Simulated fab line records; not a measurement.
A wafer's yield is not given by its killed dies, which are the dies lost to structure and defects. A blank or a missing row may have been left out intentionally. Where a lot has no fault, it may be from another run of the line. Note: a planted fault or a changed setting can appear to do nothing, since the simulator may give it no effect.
The tool behind it: which one? / flow sky130 / 24 lots, 72 wafers sampled, at 3 steps of a route of 708

== WHAT THE GAUGES READ, wafer by wafer ==
SKY_VIA2_RS_MEAS_22: a four-point-probe measurement.
lot=L074; measured=day 37 07:59; on=film_metro-01; VIA2_W_RS (ohm/sq)=0.2706 0.2677 0.2709
lot=L075; measured=day 37 10:13; on=film_metro-02; VIA2_W_RS (ohm/sq)=0.2735 0.2709 0.2758
lot=L077; measured=day 37 10:40; on=film_metro-02; VIA2_W_RS (ohm/sq)=0.2723 0.2681 0.2761
lot=L076; measured=day 37 12:44; on=film_metro-01; VIA2_W_RS (ohm/sq)=0.2743 0.2719 0.2710
lot=L078; measured=day 39 07:33; on=film_metro-04; VIA2_W_RS (ohm/sq)=0.2744 0.2708 0.2685
lot=L079; measured=day 39 07:47; on=film_metro-04; VIA2_W_RS (ohm/sq)=0.2758 0.2776 0.2776
lot=L080; measured=day 39 09:01; on=film_metro-01; VIA2_W_RS (ohm/sq)=0.2749 0.2758 0.2741
lot=L081; measured=day 39 09:26; on=film_metro-01; VIA2_W_RS (ohm/sq)=0.2765 0.2768 0.2775
lot=L082; measured=day 39 11:01; on=film_metro-04; VIA2_W_RS (ohm/sq)=0.2677 0.2726 0.2697
lot=L084; measured=day 39 17:05; on=film_metro-01; VIA2_W_RS (ohm/sq)=0.2689 0.2733 0.2772
lot=L083; measured=day 39 20:14; on=film_metro-02; VIA2_W_RS (ohm/sq)=0.2726 0.2753 0.2731
lot=L085; measured=day 39 20:52; on=film_metro-04; VIA2_W_RS (ohm/sq)=0.2755 0.2693 0.2717
lot=L086; measured=day 39 21:13; on=film_metro-02; VIA2_W_RS (ohm/sq)=0.2735 0.2715 0.2765
lot=L087; measured=day 40 07:23; on=film_metro-02; VIA2_W_RS (ohm/sq)=0.2716 0.2734 0.2678
lot=L088; measured=day 40 18:29; on=film_metro-04; VIA2_W_RS (ohm/sq)=0.2740 0.2765 0.2753
lot=L089; measured=day 40 19:40; on=film_metro-04; VIA2_W_RS (ohm/sq)=0.2724 0.2743 0.2706
lot=L090; measured=day 41 10:59; on=film_metro-01; VIA2_W_RS (ohm/sq)=0.2727 0.2704 0.2743
lot=L091; measured=day 41 14:24; on=film_metro-01; VIA2_W_RS (ohm/sq)=0.2768 0.2765 0.2746
lot=L092; measured=day 41 18:14; on=film_metro-01; VIA2_W_RS (ohm/sq)=0.2731 0.2755 0.2776
lot=L093; measured=day 42 09:09; on=film_metro-02; VIA2_W_RS (ohm/sq)=0.2708 0.2727 0.2697
lot=L094; measured=day 42 11:40; on=film_metro-04; VIA2_W_RS (ohm/sq)=0.2737 0.2756 0.2765
lot=L095; measured=day 42 20:42; on=film_metro-04; VIA2_W_RS (ohm/sq)=0.2735 0.2776 0.2752
lot=L096; measured=day 42 23:30; on=film_metro-01; VIA2_W_RS (ohm/sq)=0.2667 0.2702 0.2750
lot=L097; measured=day 43 06:05; on=film_metro-01; VIA2_W_RS (ohm/sq)=0.2771 0.2768 0.2737

SKY_VIA3_RS_MEAS_22: a four-point-probe measurement.
lot=L074; measured=day 40 15:43; on=film_metro-02; VIA3_W_RS (ohm/sq)=0.292 0.294 0.298
lot=L075; measured=day 40 16:40; on=film_metro-04; VIA3_W_RS (ohm/sq)=0.291 0.294 0.296
lot=L077; measured=day 40 17:16; on=film_metro-04; VIA3_W_RS (ohm/sq)=0.289 0.289 0.293
lot=L076; measured=day 40 18:45; on=film_metro-03; VIA3_W_RS (ohm/sq)=0.288 0.294 0.292
lot=L078; measured=day 42 11:49; on=film_metro-02; VIA3_W_RS (ohm/sq)=0.290 0.293 0.289
lot=L079; measured=day 42 12:02; on=film_metro-02; VIA3_W_RS (ohm/sq)=0.295 0.299 0.296
lot=L080; measured=day 42 15:04; on=film_metro-04; VIA3_W_RS (ohm/sq)=0.290 0.293 0.289
lot=L081; measured=day 42 13:53; on=film_metro-02; VIA3_W_RS (ohm/sq)=0.294 0.293 0.292
lot=L082; measured=day 42 15:24; on=film_metro-03; VIA3_W_RS (ohm/sq)=0.297 0.301 0.300
lot=L084; measured=day 42 20:37; on=film_metro-03; VIA3_W_RS (ohm/sq)=0.295 0.295 0.294
lot=L083; measured=day 42 23:05; on=film_metro-02; VIA3_W_RS (ohm/sq)=0.296 0.300 0.296
lot=L085; measured=day 43 00:12; on=film_metro-03; VIA3_W_RS (ohm/sq)=0.295 0.293 0.295
lot=L086; measured=day 43 01:23; on=film_metro-04; VIA3_W_RS (ohm/sq)=0.297 0.288 0.298
lot=L087; measured=day 43 10:25; on=film_metro-02; VIA3_W_RS (ohm/sq)=0.291 0.295 0.288
lot=L088; measured=day 43 19:46; on=film_metro-03; VIA3_W_RS (ohm/sq)=0.292 0.296 0.297
lot=L089; measured=day 43 20:52; on=film_metro-04; VIA3_W_RS (ohm/sq)=0.294 0.293 0.292
lot=L090; measured=day 44 10:59; on=film_metro-02; VIA3_W_RS (ohm/sq)=0.291 0.299 0.292
lot=L091; measured=day 44 14:01; on=film_metro-02; VIA3_W_RS (ohm/sq)=0.289 0.295 0.291
lot=L092; measured=day 44 18:40; on=film_metro-04; VIA3_W_RS (ohm/sq)=0.298 0.296 0.294
lot=L093; measured=day 45 07:20; on=film_metro-02; VIA3_W_RS (ohm/sq)=0.298 0.293 0.302
lot=L094; measured=day 45 10:56; on=film_metro-04; VIA3_W_RS (ohm/sq)=0.294 0.291 0.296
lot=L095; measured=day 45 20:09; on=film_metro-03; VIA3_W_RS (ohm/sq)=0.295 0.292 0.297
lot=L096; measured=day 45 21:16; on=film_metro-04; VIA3_W_RS (ohm/sq)=0.294 0.298 0.295
lot=L097; measured=day 46 03:12; on=film_metro-03; VIA3_W_RS (ohm/sq)=0.289 0.291 0.289

== EACH LOT AND THE TOOL THAT RAN IT (in order: tool; ch and the chambers of the sampled wafers; start) ==
lot=L074; SKY_VIA3_STRIP_16=plasma_asher-01 ch 0,1, day 40 14:55
lot=L075; SKY_VIA3_STRIP_16=plasma_asher-01 ch 0,1, day 40 15:53
lot=L077; SKY_VIA3_STRIP_16=plasma_asher-03 ch 0,1, day 40 16:28
lot=L076; SKY_VIA3_STRIP_16=plasma_asher-04 ch 0,1, day 40 17:57
lot=L078; SKY_VIA3_STRIP_16=plasma_asher-03 ch 1, day 42 11:01
lot=L079; SKY_VIA3_STRIP_16=plasma_asher-04 ch 0,1, day 42 11:05
lot=L080; SKY_VIA3_STRIP_16=plasma_asher-04 ch 0,1, day 42 14:17
lot=L081; SKY_VIA3_STRIP_16=plasma_asher-01 ch 0,1, day 42 13:07
lot=L082; SKY_VIA3_STRIP_16=plasma_asher-01 ch 0,1, day 42 14:38
lot=L084; SKY_VIA3_STRIP_16=plasma_asher-04 ch 0,1, day 42 19:49
lot=L083; SKY_VIA3_STRIP_16=plasma_asher-04 ch 0,1, day 42 22:16
lot=L085; SKY_VIA3_STRIP_16=plasma_asher-01 ch 0,1, day 42 23:25
lot=L086; SKY_VIA3_STRIP_16=plasma_asher-03 ch 0,1, day 43 00:36
lot=L087; SKY_VIA3_STRIP_16=plasma_asher-01 ch 0,1, day 43 09:37
lot=L088; SKY_VIA3_STRIP_16=plasma_asher-01 ch 0,1, day 43 18:58
lot=L089; SKY_VIA3_STRIP_16=plasma_asher-01 ch 0,1, day 43 20:05
lot=L090; SKY_VIA3_STRIP_16=plasma_asher-04 ch 0,1, day 44 10:13
lot=L091; SKY_VIA3_STRIP_16=plasma_asher-03 ch 0,1, day 44 13:14
lot=L092; SKY_VIA3_STRIP_16=plasma_asher-01 ch 0,1, day 44 17:45
lot=L093; SKY_VIA3_STRIP_16=plasma_asher-01 ch 0,1, day 45 06:34
lot=L094; SKY_VIA3_STRIP_16=plasma_asher-01 ch 0,1, day 45 10:06
lot=L095; SKY_VIA3_STRIP_16=plasma_asher-01 ch 0,1, day 45 19:22
lot=L096; SKY_VIA3_STRIP_16=plasma_asher-04 ch 0,1, day 45 20:29
lot=L097; SKY_VIA3_STRIP_16=plasma_asher-03 ch 0,1, day 46 02:20
- SKY_VIA3_STRIP_16: strips in O2/N2.

== AS READ BY THE TOOLS THEMSELVES (means over the sampled wafers that have a number; for cases with no such wafer, the mark the record gives instead) ==
SKY_VIA3_STRIP_16.
lot=L074; tool=plasma_asher-01; drypump_motor_current_A (A)=6.1; oes_product_au (a.u.)=0.403; strip_time_to_endpoint_s (s)=4.14
lot=L075; tool=plasma_asher-01; drypump_motor_current_A (A)=6.2; oes_product_au (a.u.)=0.397; strip_time_to_endpoint_s (s)=4.13
lot=L077; tool=plasma_asher-03; drypump_motor_current_A (A)=5.6; oes_product_au (a.u.)=0.401; strip_time_to_endpoint_s (s)=4.13
lot=L076; tool=plasma_asher-04; drypump_motor_current_A (A)=5.8; oes_product_au (a.u.)=0.397; strip_time_to_endpoint_s (s)=4.10
lot=L078; tool=plasma_asher-03; drypump_motor_current_A (A)=5.4; oes_product_au (a.u.)=0.398; strip_time_to_endpoint_s (s)=4.13
lot=L079; tool=plasma_asher-04; drypump_motor_current_A (A)=5.8; oes_product_au (a.u.)=0.406; strip_time_to_endpoint_s (s)=4.15
lot=L080; tool=plasma_asher-04; drypump_motor_current_A (A)=6.0; oes_product_au (a.u.)=0.408; strip_time_to_endpoint_s (s)=4.15
lot=L081; tool=plasma_asher-01; drypump_motor_current_A (A)=6.1; oes_product_au (a.u.)=0.407; strip_time_to_endpoint_s (s)=4.15
lot=L082; tool=plasma_asher-01; drypump_motor_current_A (A)=6.1; oes_product_au (a.u.)=0.396; strip_time_to_endpoint_s (s)=4.17
lot=L084; tool=plasma_asher-04; drypump_motor_current_A (A)=5.8; oes_product_au (a.u.)=0.402; strip_time_to_endpoint_s (s)=4.15
lot=L083; tool=plasma_asher-04; drypump_motor_current_A (A)=6.0; oes_product_au (a.u.)=0.401; strip_time_to_endpoint_s (s)=4.14
lot=L085; tool=plasma_asher-01; drypump_motor_current_A (A)=6.2; oes_product_au (a.u.)=0.402; strip_time_to_endpoint_s (s)=4.16
lot=L086; tool=plasma_asher-03; drypump_motor_current_A (A)=5.6; oes_product_au (a.u.)=0.404; strip_time_to_endpoint_s (s)=4.15
lot=L087; tool=plasma_asher-01; drypump_motor_current_A (A)=6.2; oes_product_au (a.u.)=0.402; strip_time_to_endpoint_s (s)=4.16
lot=L088; tool=plasma_asher-01; drypump_motor_current_A (A)=6.1; oes_product_au (a.u.)=0.402; strip_time_to_endpoint_s (s)=4.14
lot=L089; tool=plasma_asher-01; drypump_motor_current_A (A)=6.1; oes_product_au (a.u.)=0.402; strip_time_to_endpoint_s (s)=4.15
lot=L090; tool=plasma_asher-04; drypump_motor_current_A (A)=6.0; oes_product_au (a.u.)=0.401; strip_time_to_endpoint_s (s)=4.15
lot=L091; tool=plasma_asher-03; drypump_motor_current_A (A)=5.5; oes_product_au (a.u.)=0.403; strip_time_to_endpoint_s (s)=4.15
lot=L092; tool=plasma_asher-01; drypump_motor_current_A (A)=6.1; oes_product_au (a.u.)=0.405; strip_time_to_endpoint_s (s)=4.15
lot=L093; tool=plasma_asher-01; drypump_motor_current_A (A)=6.2; oes_product_au (a.u.)=0.400; strip_time_to_endpoint_s (s)=4.12
lot=L094; tool=plasma_asher-01; drypump_motor_current_A (A)=6.2; oes_product_au (a.u.)=0.404; strip_time_to_endpoint_s (s)=4.10
lot=L095; tool=plasma_asher-01; drypump_motor_current_A (A)=6.0; oes_product_au (a.u.)=0.402; strip_time_to_endpoint_s (s)=4.16
lot=L096; tool=plasma_asher-04; drypump_motor_current_A (A)=5.8; oes_product_au (a.u.)=0.403; strip_time_to_endpoint_s (s)=4.13
lot=L097; tool=plasma_asher-03; drypump_motor_current_A (A)=5.6; oes_product_au (a.u.)=0.399; strip_time_to_endpoint_s (s)=4.13

== THE ANSWER, worked out from the rows above alone ==
Rule: the lots themselves supply what counts as usual. Put in order of their means at a reading, lots are off if they are a third of the lots or fewer, leave a main group of 4 or more, and stand apart from it by a gap of 3 or more times the standard deviation of the main group's means; of several such gaps the widest counts. A main group is skipped when, at the precision printed for the reading in the tables above, its means are all equal. Also off: a lot with no number at a reading for which 4 or more lots have one. The other lots that the step has rows for count as sound. After the gauges, taken in route order, come the tools' own readings; for these a lot's mean is taken, as printed above. At the first step where some lot is off, the reading lying furthest off is the one used; lots without a number count as furthest.
Across all readings shown, no lot is off: no conclusion can be drawn from this.

== WHAT HAD BEEN PUT IN BY THE SIMULATOR ==
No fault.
